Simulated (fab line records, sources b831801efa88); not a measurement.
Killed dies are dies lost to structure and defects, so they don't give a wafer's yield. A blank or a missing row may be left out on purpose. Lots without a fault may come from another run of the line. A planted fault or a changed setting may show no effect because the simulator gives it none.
A struck lot beside a sound one | flow sky130 | 14 steps out of a route of 708
Sound: wafers L847.2, L847.4, L847.6. Struck: wafers L861.1, L861.5, L861.6. The cause comes at the end.
At each step with rows: each side's tool, then ch and its chambers, then its first start. Under that, the readings that differ: sound wafers | struck wafers | difference of the means | sigmas: that difference in standard deviations of wafers without a fault.
alike: readings whose means differ by less than 2 such deviations, and words and numbers that are the same on both sides. not compared: withheld readings, readings that some wafer has no value for, bounds like >300 that may hide the same value, and numbers for which the record gives no deviation and whose values overlap.
The two part at a step that has a row with sigmas, a row that says differs or no value, or rows on one side only. Numbers that don't overlap but have no deviation are shown without sigmas and don't part them. A reading that every wafer of one side lacks parts them only if that side has two wafers or more.

SKY_NWELL_TW_MEAS_26:
  sound on film_metro-02, day 5 20:40; struck on film_metro-02, day 9 20:34
  alike: NWELL_2_TW
then, 1 step without rows for these wafers: SKY_NWELL_CLEAN_27 (cleans in SC1/SC2, time 150 s).
SKY_NWELL_RTA_28: time 30 s.
  sound on rtp_anneal-01 ch 0, day 5 20:47; struck on rtp_anneal-01 ch 0, day 9 20:41
  alike: lamp_power_pct, wafer_temp_C_max
SKY_NWELL_RS_MEAS_29: measures by four-point-probe.
  sound on film_metro-04, day 5 20:53; struck on film_metro-04, day 9 20:47
  alike: NWELL_RS
SKY_NWELL_RS_MEAS_31: measures by four-point-probe.
  sound on film_metro-04, day 5 21:07; struck on film_metro-04, day 9 21:01
  alike: PWDE_RS
then, 6 steps without rows for these wafers: SKY_VT_ADJUST_HVTP_DEHYDRATE_00 (time 60 s); SKY_VT_ADJUST_HVTP_HMDS_01 (prime time 60 s); SKY_VT_ADJUST_HVTP_COAT_02 (resist thk 1140 nm); SKY_VT_ADJUST_HVTP_SOFTBAKE_03 (time 60 s); SKY_VT_ADJUST_HVTP_EXPOSE_04 (exposes mask HVTPM, target cd 380 nm); SKY_VT_ADJUST_HVTP_PEB_05.
SKY_VT_ADJUST_HVTP_DEVELOP_06: develop time 60 s.
  sound on litho_track-04 ch 0, day 6 15:47; struck on litho_track-04 ch 0, day 10 14:07
  reading              | sound             | struck            | difference | sigmas
  developer_temp_C (C) | 23.30 23.14 23.09 | 23.97 23.95 23.95 | +0.78      | +7
  alike: chill_plate_temp_C
SKY_VT_ADJUST_HVTP_CD_MEAS_07: target cd 380 nm.
  sound on cd_sem-02, day 6 15:56; struck on cd_sem-01, day 10 14:16
  alike: cd_nm
-- the record jumps here: 39 days lie between the struck wafers' starts before and after (it left off in module VT_ADJUST_HVTP and takes up again in module PAD_OPEN, whose first step shown is number 708 of the route) --
SKY_PAD_OPEN_PROBE_99:
  sound on prober-01, day 46 11:22; struck on prober-01, day 49 19:09
  reading         | sound | struck | difference | sigmas
  killed_at_M4_up | 7 4 9 | 2 6 0  | -4         | -2
  alike: killed_at_M0_to_M3, killed_at_contacts, killed_at_front_end, killed_at_other, killed_dies, killed_open, killed_short

WHERE THEY PART
First at SKY_VT_ADJUST_HVTP_DEVELOP_06; last, within this record, at SKY_PAD_OPEN_PROBE_99.

WHY: what the simulator had put in
Process parameter drift: litho_track-04, from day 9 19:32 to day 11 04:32, at SKY_VT_ADJUST_HVTP_DEVELOP_06. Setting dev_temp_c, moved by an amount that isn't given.
